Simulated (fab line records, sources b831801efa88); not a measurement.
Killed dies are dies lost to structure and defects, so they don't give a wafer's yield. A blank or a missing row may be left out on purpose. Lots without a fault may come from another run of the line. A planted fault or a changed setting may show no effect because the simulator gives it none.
Which tool did it? | flow sfq_line | 14 lots, 42 wafers sampled, at 4 steps of a route of 325

WHAT THE GAUGES READ, wafer by wafer
SFQ_I7_BOW_MEAS_946. Usual: I7_BOW 4 um, standard deviation 11.
lot  | measured     | on            | I7_BOW (um) | flag
L885 | day 72 20:02 | film_metro-01 | 0 0 7       |
L886 | day 73 05:44 | film_metro-01 | 14 28 19    |
L887 | day 74 22:46 | film_metro-01 | 15 16 11    |
L888 | day 75 01:46 | film_metro-03 | 18 18 2     |
L889 | day 75 04:47 | film_metro-04 | -7 -13 -8   |
L890 | day 75 05:21 | film_metro-01 | 14 3 11     |
L894 | day 76 12:37 | film_metro-04 | 19 17 3     |
L898 | day 77 16:54 | film_metro-03 | 4 0 11      |
L899 | day 77 18:31 | film_metro-04 | 8 20 8      |
L901 | day 78 00:31 | film_metro-01 | 7 8 3       |
L904 | day 82 21:52 | film_metro-01 | -7 -6 -5    |
L905 | day 83 06:02 | film_metro-03 | 15 6 5      |
L906 | day 86 15:01 | film_metro-04 | -13 -11 -17 |
L907 | day 86 17:48 | film_metro-04 | -2 9 11     |

SFQ_M8_RS_MEAS_949: measures by four-point-probe. Usual: M8_AU_RS 0.1541 ohm/sq, standard deviation 0.0014.
lot  | measured     | on            | M8_AU_RS (ohm/sq)    | flag
L885 | day 81 13:31 | film_metro-02 | 0.1530 0.1527 0.1526 |
L886 | day 81 18:18 | film_metro-03 | 0.1547 0.1548 0.1528 |
L887 | day 83 07:30 | film_metro-02 | 0.1555 0.1544 0.1564 |
L888 | day 83 15:54 | film_metro-02 | 0.1556 0.1537 0.1546 |
L889 | day 83 19:31 | film_metro-02 | 0.1555 0.1553 0.1549 |
L890 | day 83 23:08 | film_metro-02 | 0.1526 0.1535 0.1539 |
L894 | day 85 07:38 | film_metro-03 | 0.1540 0.1541 0.1548 |
L898 | day 86 05:34 | film_metro-02 | 0.1534 0.1546 0.1544 |
L899 | day 86 06:46 | film_metro-03 | 0.1512 0.1512 0.1525 |
L901 | day 86 10:26 | film_metro-02 | 0.1532 0.1523 0.1539 |
L904 | day 86 21:12 | film_metro-02 | 0.1544 0.1539 0.1531 |
L905 | day 87 00:52 | film_metro-04 | 0.1551 0.1545 0.1532 |
L906 | day 87 10:16 | film_metro-02 | 0.1544 0.1535 0.1545 |
L907 | day 87 11:30 | film_metro-03 | 0.1518 0.1520 0.1539 |

WHICH TOOL RAN EACH LOT (tool, then ch and the chambers of the sampled wafers, then the start)
lot  | SFQ_TRILAYER_M6_STRIP_STRIP_163   | SFQ_TRILAYER_M8_LITHO_EXPOSE_194
L885 | rie_metal-03 ch 0,1, day 65 19:49 | krf_scanner-01 ch 0, day 81 11:26
L886 | rie_metal-03 ch 0, day 65 22:13   | krf_scanner-01 ch 0, day 81 16:02
L887 | rie_metal-01 ch 0,1, day 69 01:49 | krf_scanner-01 ch 0, day 83 05:14
L888 | rie_metal-02 ch 0,1, day 69 03:18 | krf_scanner-01, day 83 13:38
L889 | rie_metal-01 ch 0,1, day 69 04:30 | krf_scanner-01, day 83 17:26
L890 | rie_metal-02 ch 0,1, day 69 05:54 | krf_scanner-01 ch 0, day 83 21:14
L894 | rie_metal-01 ch 0,1, day 73 07:54 | krf_scanner-02 ch 0, day 85 05:22
L898 | rie_metal-03 ch 0,1, day 76 15:49 | krf_scanner-02 ch 0, day 86 03:17
L899 | rie_metal-01 ch 1, day 76 17:01   | krf_scanner-02 ch 0, day 86 04:29
L901 | rie_metal-03 ch 0,1, day 76 23:01 | krf_scanner-02 ch 0, day 86 08:05
L904 | rie_metal-01 ch 0,1, day 77 16:01 | krf_scanner-02 ch 0, day 86 19:17
L905 | rie_metal-01 ch 1, day 77 18:13   | krf_scanner-02 ch 0, day 86 22:35
L906 | rie_metal-01 ch 0, day 77 20:37   | krf_scanner-02 ch 0, day 87 07:59
L907 | rie_metal-03 ch 0,1, day 77 23:58 | krf_scanner-02 ch 0, day 87 09:35
- SFQ_TRILAYER_M6_STRIP_STRIP_163: strips in O2.
- SFQ_TRILAYER_M8_LITHO_EXPOSE_194: exposes mask M8, target cd 2000 nm.

WHAT THE TOOLS THEMSELVES READ (means of the sampled wafers that have a number; where no wafer has one, the mark that the record gives instead)
SFQ_TRILAYER_M6_STRIP_STRIP_163. Usual: drypump_motor_current_A 5.6 A, standard deviation 0.49; oes_product_au 0.999 a.u., standard deviation 0.0077; platen_temp_c 40.01 C, standard deviation 0.11.
lot  | tool         | drypump_motor_current_A (A) | oes_product_au (a.u.) | platen_temp_c (C) | flag
L885 | rie_metal-03 | 6.0                         | 0.992                 | 39.98             |
L886 | rie_metal-03 | 5.1                         | 0.987                 | 40.04             |
L887 | rie_metal-01 | 5.3                         | 0.993                 | 39.88             |
L888 | rie_metal-02 | 5.6                         | 0.994                 | 39.86             |
L889 | rie_metal-01 | 5.3                         | 1.001                 | 40.03             |
L890 | rie_metal-02 | 5.6                         | 0.994                 | 39.98             |
L894 | rie_metal-01 | 5.3                         | 1.007                 | 40.04             |
L898 | rie_metal-03 | 6.0                         | 1.007                 | 39.97             |
L899 | rie_metal-01 | 5.4                         | 1.006                 | 39.98             |
L901 | rie_metal-03 | 5.5                         | 0.996                 | 40.16             |
L904 | rie_metal-01 | 5.3                         | 1.001                 | 40.02             |
L905 | rie_metal-01 | 5.4                         | 0.998                 | 39.94             |
L906 | rie_metal-01 | 5.3                         | 1.008                 | 40.04             |
L907 | rie_metal-03 | 6.0                         | 1.003                 | 40.06             |

SFQ_TRILAYER_M8_LITHO_EXPOSE_194. Usual: exposure_dose_mJ_cm2 14.401, standard deviation 0.014; focus_offset_nm 0.0 nm, standard deviation 0.53.
lot  | tool           | exposure_dose_mJ_cm2 | focus_offset_nm (nm) | flag
L885 | krf_scanner-01 | 14.410               | 0.4                  |
L886 | krf_scanner-01 | 14.383               | -0.7                 |
L887 | krf_scanner-01 | 14.397               | -0.2                 |
L888 | krf_scanner-01 | -                    | -                    | OFF
L889 | krf_scanner-01 | -                    | -                    | OFF
L890 | krf_scanner-01 | 14.413               | 0.6                  |
L894 | krf_scanner-02 | 14.404               | -0.1                 |
L898 | krf_scanner-02 | 14.402               | -0.4                 |
L899 | krf_scanner-02 | 14.390               | -0.4                 |
L901 | krf_scanner-02 | 14.390               | -0.4                 |
L904 | krf_scanner-02 | 14.406               | 0.1                  |
L905 | krf_scanner-02 | 14.397               | 0.1                  |
L906 | krf_scanner-02 | 14.413               | 0.3                  |
L907 | krf_scanner-02 | 14.422               | -0.6                 |

THE ANSWER, worked out from the rows above alone
Rule: a lot is off if the mean of its wafers that have a number lies more than 3 standard deviations from the usual mean. A lot without any number at a reading at which 4 lots or more have one is off too. The other lots that the step has rows for count as sound. The gauges are gone through in route order, then the tools' own readings, and for those a lot's mean is taken as printed above. The first step at which some lot is off is used, and at that step the reading that is off furthest; a lot without a number counts as furthest.
Off: L888, L889, at SFQ_TRILAYER_M8_LITHO_EXPOSE_194 (exposure_dose_mJ_cm2). Without a number there: L888, L889.
A tool fits if, at that step or a process step before it, it ran every lot that is off, and no sound lot after the first of them. None of those tried fits.

WHAT THE SIMULATOR HAD PUT IN
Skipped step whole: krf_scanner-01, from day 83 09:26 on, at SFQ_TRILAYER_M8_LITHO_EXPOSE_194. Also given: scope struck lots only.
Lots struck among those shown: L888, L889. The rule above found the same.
